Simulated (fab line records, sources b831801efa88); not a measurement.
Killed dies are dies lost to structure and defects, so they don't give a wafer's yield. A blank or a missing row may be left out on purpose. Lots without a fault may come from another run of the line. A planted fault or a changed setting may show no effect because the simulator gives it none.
One fault seen from 2 desks | flow gf180mcu | each desk has only its own numbers; what lay behind them comes last

THE TOOL OWNER'S DESK: pecvd-03
The tool's own readings at GF_PASSIVATION_CVD_00 (deposits SiO2 from TEOS, target thk 1000 nm, time 114.3 s): means of the sampled wafers that have a number, for each lot that ran on this tool. A lot is out of limits, marked OUT, if its mean lies more than 4 standard deviations from the usual mean; the brackets give that distance.
Columns: A = heater_power_w at GF_PASSIVATION_CVD_00, usual 712 W
lot  | first seen here | A
L433 | day 29 06:17    | 746
L435 | day 29 20:10    | 826
L438 | day 30 17:43    | 723
L446 | day 32 22:19    | 726
L447 | day 33 00:53    | 779
This desk's finding: nothing out of limits on any of the 5 lots.

THE METROLOGY DESK
What the gauges read, lot by lot, whatever tool the lot ran on: means of the sampled wafers that have a number. A lot is out of limits, marked OUT, if its mean lies more than 4 standard deviations from the usual mean; the brackets give that distance.
Columns: A = VT_IMPLANT_03_OVL at GF_VT_IMPLANT_OVL_MEAS_40, usual 0.1 nm; B = cd_nm at GF_POLY_GATE_CD_MEAS_18, usual 279.9 nm; C = cd_nm at GF_HV_LDD_CD_MEAS_31, usual 399.5 nm; D = PASSIVATION_CVD_00_THK at GF_PASSIVATION_THK_MEAS_01, usual 1022 nm
lot  | first seen here | A    | B     | C     | D
L432 | day 8 02:57     | -1.2 | 281.4 | 400.3 | 1027
L433 | day 8 10:20     | -2.0 | 279.1 | 401.7 | 1023
L435 | day 8 21:32     | 0.2  | 279.7 | 400.2 | 1032
L437 | day 9 15:32     | -0.6 | 277.8 | 400.3 | 1018
L438 | day 9 20:30     | 0.6  | 277.6 | 400.2 | 1030
L446 | day 12 01:43    | -0.7 | 279.1 | 397.0 | 739 (-18) OUT
L447 | day 12 07:47    | -0.5 | 279.7 | 401.3 | 724 (-19) OUT
L448 | day 12 14:19    | 0.1  | 281.7 | 396.6 | 1033
L449 | day 12 21:21    | -2.0 | 281.2 | 397.2 | 1024
L451 | day 13 09:26    | 0.5  | 279.1 | 403.4 | 1006
L452 | day 13 18:10    | 0.5  | 278.4 | 399.9 | 1028
L453 | day 14 03:26    | -0.2 | 282.5 | 398.9 | 1030
This desk's finding: out of limits on L446, L447; first on L446, day 32 22:25 (PASSIVATION_CVD_00_THK at GF_PASSIVATION_THK_MEAS_01). In limits: L432, L433, L435, L437, L438, L448, L449, L451, L452, L453.

PUT TOGETHER
The metrology desk could have raised an alarm at day 32 22:25, on L446, L447.
The tool owner's desk saw nothing out of limits.
The tool owner's desk has L446, L447 on record, within its limits.
Of the lots named, all ran GF_PASSIVATION_CVD_00 on pecvd-03.

WHAT THE SIMULATOR HAD PUT IN
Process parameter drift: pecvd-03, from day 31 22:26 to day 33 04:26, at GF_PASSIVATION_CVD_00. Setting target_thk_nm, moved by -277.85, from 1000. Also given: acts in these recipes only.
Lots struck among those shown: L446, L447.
Hours from the fault's start to each desk's first reading out of limits: the metrology desk, 24.
